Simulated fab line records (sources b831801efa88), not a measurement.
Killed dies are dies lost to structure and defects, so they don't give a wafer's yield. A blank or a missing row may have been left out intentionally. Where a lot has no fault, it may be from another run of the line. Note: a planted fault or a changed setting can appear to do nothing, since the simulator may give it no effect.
A lot that was struck, set against a sound lot || flow sky130 || 14 out of 708 route steps
Sound: the wafers L171.2, L171.5, L171.6. Wafers struck: L186.1, L186.3, L186.5. Last of all comes the cause.
Each step with rows lists, per side, the tool, then ch with its chambers, then its first start. Under that, the readings that differ: sound wafers || struck wafers || difference of the means || sigmas: that difference in standard deviations of wafers without a fault.
alike: same words and numbers on both sides, and readings whose means sit less than 2 such deviations apart. not compared: any withheld reading, any reading some wafer has no value for, any bound like >300 that may hide the same value, and any number with overlapping values for which the record gives no deviation.
The two part at a step that has a row with sigmas, a row that says differs or no value, or rows on one side only. Numbers that have no deviation but don't overlap get no sigmas and don't part them. Lack of a reading on every wafer of one side parts them only where that side has two or more wafers.

SKY_VIA1_CD_MEAS_12 targets a cd of 150 nm.
  sound on cd sem-01 at day 33 23:01; struck on cd sem-02 at day 39 00:19
  alike: cd nm
SKY_VIA1_OVL_MEAS_13:
  sound on overlay-01 at day 33 23:07; struck on overlay-01 at day 39 00:26
  alike: VIA1_OVL
SKY_VIA1_ETCH_14: etches BARC in N2/H2, stops on SiO2, time 45.9 s, target depth 60 nm.
  sound on rie diel-01 ch 1,2,3, day 33 23:08; struck on rie diel-04 ch 0,2, day 39 00:28
  alike: bias w, drypump motor current A, oes product au, throttle valve pct
  not compared: rf hours counter h
SKY_VIA1_ETCH_15: etches SiO2 in C4F8/O2/Ar, stops on TiN, target depth 351 nm, time 54 s.
  sound on rie diel-01 ch 1,2,3, day 33 23:11; struck on rie diel-04 ch 0,2, day 39 00:31
  alike: bias w, oes product au
SKY_VIA1_STRIP_16: strips in O2/N2.
  sound on plasma asher-04 ch 0,1, day 33 23:14; struck on plasma asher-01 ch 0,1, day 39 00:34
  alike: drypump motor current A, oes product au, strip time to endpoint s
  not compared: rf hours counter h
then, 3 steps without rows for these wafers: SKY_VIA1_STRIP_17 (strips in post etch residue remover, time 1200 s); SKY_VIA1_CLEAN_18 (cleans in IPA, time 180 s); SKY_VIA1_CLEAN_19 (cleans in O3/DIW).
SKY_VIA1_SPUTTER_20: material TiN, target thk 20 nm, time 80 s.
  sound on pvd sputter-03 at day 33 23:49; struck on pvd sputter-03 at day 39 01:09
  alike: throttle valve pct
SKY_VIA1_CVD_21: deposits W, target thk 270 nm, time 80.902 s.
  sound on cvd w-01 ch 0,1, day 33 23:53; struck on cvd w-02 ch 0,1, day 39 01:13
  alike: chamber pressure Torr, heater power w
SKY_VIA1_RS_MEAS_22: uses a four-point probe to measure.
  sound on film metro-03 at day 34 00:00; struck on film metro-01 at day 39 01:19
  alike: VIA1_W_RS
SKY_VIA1_THK_MEAS_23: measures by xrf.
  sound on film metro-03 at day 34 00:07; struck on film metro-01 at day 39 01:26
  alike: VIA1_W_THK
SKY_VIA1_CMP_24: polishes, stops on SiO2, t overpolish 15 s, target thk 0 nm.
  sound on cmp-01 ch 2,3, day 34 00:10; struck on cmp-01 ch 1,2, day 39 01:29
  no value came back on the struck wafers for any of 6 readings (edge zone pressure frac, head pressure psi (psi) and others); on the sound wafers edge zone pressure frac reads 0.996 1.004 0.996
{"reading": "model.W_of_VIA1_CVD_21.thk nm (nm)", "sound": "0 0 0", "struck": "267.4 267 264.6", "difference": "+266.3", "sigmas": ""}
{"reading": "model.SiO2_of_VIA1_HDPCVD_00.thk nm (nm)", "sound": "343.2 342.5 342.1", "struck": "345 344 344.7", "difference": "+2", "sigmas": ""}
-- the record jumps here: 11 days lie between the struck wafers' starts before and after (it left off in module VIA1 and takes up again in module PAD_OPEN, whose first step shown is number 708 of the route) --
SKY_PAD_OPEN_PROBE_99:
  sound on prober-02 at day 45 21:04; struck on prober-01 at day 49 16:24
{"reading": "defect limited yield (%)", "sound": "84.1 80.7 83.1", "struck": "0 0 0", "difference": -83, "sigmas": -41}
{"reading": "killed_at_M0_to_M3", "sound": "36 43 43", "struck": "451 442 446", "difference": "+406", "sigmas": "+56"}
{"reading": "killed dies", "sound": "78 95 83", "struck": "492 492 492", "difference": "+407", "sigmas": "+41"}
{"reading": "killed on rim", "sound": "15 18 22", "struck": "96 96 96", "difference": "+78", "sigmas": "+20"}
{"reading": "sort_bin_3_pad_short (%)", "sound": "0.8 1.2 1.0", "struck": "83.7 81.7 82.5", "difference": "+81.6", "sigmas": "+99 or more"}
{"reading": "sort n pass", "sound": "414 397 409", "struck": "0 0 0", "difference": -407, "sigmas": -41}
{"reading": "sort yield pct (%)", "sound": "84.1 80.7 83.1", "struck": "0 0 0", "difference": -83, "sigmas": -41}
  alike: killed_at_M4_up, killed at contacts, killed at front end, killed at other, killed open, killed short, sort_bin_5_function, sort_bin_6_memory

== WHERE THEY PART ==
Earliest at SKY_VIA1_CMP_24; latest, in this record, at SKY_PAD_OPEN_PROBE_99.

WHY: what had been put in by the simulator
Skipped step whole: cmp-01, from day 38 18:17 on, at SKY_VIA1_CMP_24. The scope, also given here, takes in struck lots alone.
